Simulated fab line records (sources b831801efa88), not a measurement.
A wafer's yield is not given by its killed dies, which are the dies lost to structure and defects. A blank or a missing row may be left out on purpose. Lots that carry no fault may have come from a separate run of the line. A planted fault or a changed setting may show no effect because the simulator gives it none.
Split-lot experiment ; flow sky130 ; 23 wafers read across 5 lots, on a route 708 steps long

THE SPLIT ITSELF
At SKY_PAD_OPEN_COAT_02 (resist thk 3000 nm), the setting spin-rpm was moved away from the recipe's 2000 rpm on 5 of the 23 wafers read, by +4.4% to +5.8%. The other wafers ran this setting at the recipe's value.

The reading is taken at the split's own step.

THE READING
coat_of_PAD_OPEN_COAT_02.thk-nm (the simulator's own value, which no gauge read), in nm, at SKY_PAD_OPEN_COAT_02 (resist thk 3000 nm). The file gives no usual value for it. Average 2998 nm, standard deviation 8.7 nm, over the 18 wafers here run with the recipe.

wafer;tool, chamber at the split;spin-rpm as run, rpm;against the recipe;coat_of_PAD_OPEN_COAT_02.thk-nm, nm;against lot-mates on the recipe
L077.1;litho-track-03, 0;2000;recipe;3007;-
L077.2;litho-track-03, 0;2000;recipe;3004;-
L077.4;litho-track-03, 0;2000;recipe;2997;-
L077.5;litho-track-03, 0;2000;recipe;2992;-
L077.6;litho-track-03, 0;2000;recipe;2998;-
L078.1;litho-track-01, 0;2000;recipe;2994;-
L078.2;litho-track-01, 0;2000;recipe;2978;-
L078.3;litho-track-01, 0;2000;recipe;2993;-
L078.5;litho-track-01, 0;2000;recipe;2993;-
L078.4;litho-track-01, 0;2000;recipe;2992;-
L081.1;litho-track-01, 0;2000;recipe;3005;-
L081.4;litho-track-01, 0;2000;recipe;3004;-
L081.5;litho-track-01, 0;2000;recipe;2998;-
L082.2;litho-track-04, 0;2000;recipe;2997;-
L082.3;litho-track-04, 0;2088;+4.4%;2936;-58
L082.4;litho-track-04, 0;2088;+4.4%;2927;-67
L082.5;litho-track-04, 0;2000;recipe;2995;-
L082.6;litho-track-04, 0;2000;recipe;2991;-
L085.1;litho-track-04, 0;2117;+5.8%;2928;-86
L085.2;litho-track-04, 0;2000;recipe;3012;-
L085.3;litho-track-04, 0;2117;+5.8%;2914;-100
L085.4;litho-track-04, 0;2117;+5.8%;2927;-88
L085.5;litho-track-04, 0;2000;recipe;3017;-

THE FIT
A straight line over all 23 wafers: coat_of_PAD_OPEN_COAT_02.thk-nm changes by -13.4 nm for each +1% of spin-rpm; r = -0.96; the points scatter about the line by 8.9 nm.
The same after taking each lot's own level away (the mean of its wafers on the recipe; 23 wafers): -15.3 nm for each +1%; r = -0.99; scatter 5.3 nm.
The reading moves by 89 nm for the largest change in spin-rpm, on that fit.
The span of the lots' own levels, 2990.0 to 3014.5 nm, comes to 2.8 times the standard deviation stated above.
Hence the slope depends on the lot-to-lot level, as the two fits are not the same.
Check: with one of the wafers moved furthest among these (+5.8%) left out of the fit, the line predicts -90.2 nm for it against its lot-mates. Against them it came out at -86.5 nm.

THE OTHER SPLITS THESE WAFERS WENT THROUGH
These wafers also went through other splits before the reading. Each is held against what the fit with the lots' levels taken away leaves over:
other split on the same wafers;wafers away from the commonest value;r with coat_of_PAD_OPEN_COAT_02.thk-nm (lot level and that fit taken away)
SKY_CAP2M_COAT_07 spin-rpm;6;-0.09
SKY_METAL4_EXPOSE_10 dose-mj;8;+0.06
SKY_VIA4_HDPCVD_00 time-s;9;-0.25
SKY_VIA4_CMP_02 leave-above-ref-nm;9;+0.20
SKY_VIA4_ETCH_12 bias-w;8;-0.25
SKY_METAL5_SPUTTER_01 power-w;7;+0.21
SKY_METAL5_EXPOSE_11 dose-mj;6;-0.28
SKY_METAL5_DEVELOP_13 dev-temp-c;10;+0.13
SKY_PASSIVATION_COAT_06 resist-thk-nm;9;-0.11

THE FILE'S OWN FIT
coat_of_PAD_OPEN_COAT_02.thk-nm changes by -15.1 nm for each +1% of spin-rpm, r = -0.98.
